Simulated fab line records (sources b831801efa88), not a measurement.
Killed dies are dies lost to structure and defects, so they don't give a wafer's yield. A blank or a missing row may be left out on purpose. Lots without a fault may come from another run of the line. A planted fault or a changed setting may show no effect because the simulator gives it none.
The tool behind it: which one? | flow gf180mcu | Sampling: 15 lots, 45 wafers, 4 of 602 route steps

## WHAT THE GAUGES SHOWED, per wafer
GF_SAB_CD_MEAS_09: target cd 420 nm. Usual: 419.3 nm for cd_nm, sd 2.6.
lot  | measured     | on        | cd_nm (nm)        | flag
L683 | day 15 18:22 | cd_sem-02 | 422.6 425.0 423.6 |
L684 | day 16 06:21 | cd_sem-01 | 416.8 418.4 418.4 |
L685 | day 16 11:19 | cd_sem-02 | 415.5 415.8 414.8 |
L688 | day 17 15:46 | cd_sem-01 | 420.7 423.2 420.9 |
L690 | day 19 07:03 | cd_sem-02 | 417.2 420.1 416.3 |
L691 | day 19 11:16 | cd_sem-02 | 416.8 415.9 418.2 |
L693 | day 19 17:32 | cd_sem-02 | 418.3 420.1 418.2 |
L694 | day 20 11:10 | cd_sem-01 | 414.8 416.8 417.3 |
L697 | day 20 23:53 | cd_sem-01 | 424.3 424.5 424.9 |
L698 | day 21 06:38 | cd_sem-01 | 415.9 416.5 419.4 |
L699 | day 21 17:37 | cd_sem-01 | 418.4 420.2 421.2 |
L700 | day 21 23:21 | cd_sem-01 | 419.5 419.2 416.0 |
L702 | day 22 19:38 | cd_sem-01 | 423.0 423.1 422.0 |
L703 | day 23 03:10 | cd_sem-02 | 417.3 417.0 418.3 |
L704 | day 23 07:32 | cd_sem-02 | 421.4 420.5 421.3 |

GF_V2_THK_MEAS_01. Usual: for V2_CVD_00_THK the level is 597 nm and the standard deviation is 8.7.
lot  | measured     | on            | V2_CVD_00_THK (nm) | flag
L683 | day 20 00:13 | film_metro-04 | 595 602 608        |
L684 | day 20 12:38 | film_metro-03 | 598 606 596        |
L685 | day 20 18:08 | film_metro-04 | 596 600 596        |
L688 | day 21 23:23 | film_metro-01 | 597 590 605        |
L690 | day 23 14:03 | film_metro-03 | 604 585 598        |
L691 | day 23 16:37 | film_metro-04 | 606 580 593        |
L693 | day 23 23:01 | film_metro-04 | 590 589 595        |
L694 | day 24 14:56 | film_metro-03 | 591 589 603        |
L697 | day 25 02:08 | film_metro-01 | 593 600 599        |
L702 | day 26 16:00 | film_metro-01 | 586 605 592        |
L703 | day 26 23:49 | film_metro-01 | 593 586 578        |
L704 | day 27 04:23 | film_metro-04 | 591 593 607        |

GF_V2_OVL_MEAS_15. Usual: for V2_OVL the level is 2 nm and the standard deviation is 7.3.
lot  | measured     | on         | V2_OVL (nm) | flag
L683 | day 21 00:11 | overlay-01 | 11 5 8      |
L684 | day 21 12:56 | overlay-01 | 2 10 9      |
L685 | day 21 18:40 | overlay-01 | 3 3 -6      |
L688 | day 22 23:51 | overlay-01 | -1 -8 4     |
L690 | day 24 13:17 | overlay-01 | 5 4 7       |
L691 | day 24 15:23 | overlay-01 | -1 6 -4     |
L693 | day 24 21:56 | overlay-02 | 22 16 9     |
L694 | day 25 13:02 | overlay-01 | -4 -1 -4    |
L697 | day 25 23:56 | overlay-02 | -3 10 -6    |
L702 | day 27 12:43 | overlay-01 | -3 -6 11    |
L703 | day 27 20:44 | overlay-01 | 7 5 12      |
L704 | day 28 01:09 | overlay-02 | 3 0 2       |

## WHAT TOOL EACH LOT RAN ON (gives the tool, then ch and the chambers of the sampled wafers, and finally the start)
lot  | GF_M2_DEVELOP_13
L683 | litho_track-03 ch 0, day 19 23:10
L684 | litho_track-03 ch 0, day 20 11:28
L685 | litho_track-01 ch 0, day 20 16:59
L688 | litho_track-01 ch 0, day 21 22:23
L690 | litho_track-01 ch 0, day 23 13:01
L691 | litho_track-03 ch 0, day 23 15:35
L693 | litho_track-02 ch 0, day 23 21:59
L694 | litho_track-02 ch 0, day 24 13:53
L697 | litho_track-03 ch 0, day 25 01:02
L698 | litho_track-03, day 25 06:26
L699 | litho_track-01, day 25 16:43
L700 | litho_track-03, day 25 23:19
L702 | litho_track-01 ch 0, day 26 14:58
L703 | litho_track-03 ch 0, day 26 22:47
L704 | litho_track-03 ch 0, day 27 03:01
- GF_M2_DEVELOP_13: develop time 60 s.

## WHAT THE TOOLS THEMSELVES READ (means of the sampled wafers that have a number; where no wafer has one, the mark that the record gives instead)
GF_M2_DEVELOP_13. Usual: 22.98 C for chill_plate_temp_C, sd 0.11.
lot  | tool           | chill_plate_temp_C (C) | flag
L683 | litho_track-03 | 22.87                  |
L684 | litho_track-03 | 23.00                  |
L685 | litho_track-01 | 22.81                  |
L688 | litho_track-01 | 22.94                  |
L690 | litho_track-01 | 23.10                  |
L691 | litho_track-03 | 22.99                  |
L693 | litho_track-02 | 23.02                  |
L694 | litho_track-02 | 22.92                  |
L697 | litho_track-03 | 22.99                  |
L698 | litho_track-03 | -                      | OFF
L699 | litho_track-01 | -                      | OFF
L700 | litho_track-03 | -                      | OFF
L702 | litho_track-01 | 23.11                  |
L703 | litho_track-03 | 23.09                  |
L704 | litho_track-03 | 23.05                  |

## THE ANSWER, worked out from the rows above alone
Rule: lot off if the mean of its wafers having a number is beyond 3 standard deviations from the usual mean. A lot without any number at a reading at which 4 lots or more have one is off too. Where the step has rows for the other lots, those lots are counted as sound. Order of review: gauges by route order, followed by the tools' own readings, for which a lot's mean as printed above is used. The first step at which some lot is off is used, and at that step the reading that is off furthest; a lot without a number counts as furthest.
Off: L698, L699, L700 (GF_M2_DEVELOP_13, chill_plate_temp_C). Without a number there: L698, L699, L700.
If a tool, at that step or one of the process steps before it, ran each lot that is off and ran no sound lot following the first of them, it fits. Not one of the candidates tried fits.

## WHAT HAD BEEN PUT IN BY THE SIMULATOR
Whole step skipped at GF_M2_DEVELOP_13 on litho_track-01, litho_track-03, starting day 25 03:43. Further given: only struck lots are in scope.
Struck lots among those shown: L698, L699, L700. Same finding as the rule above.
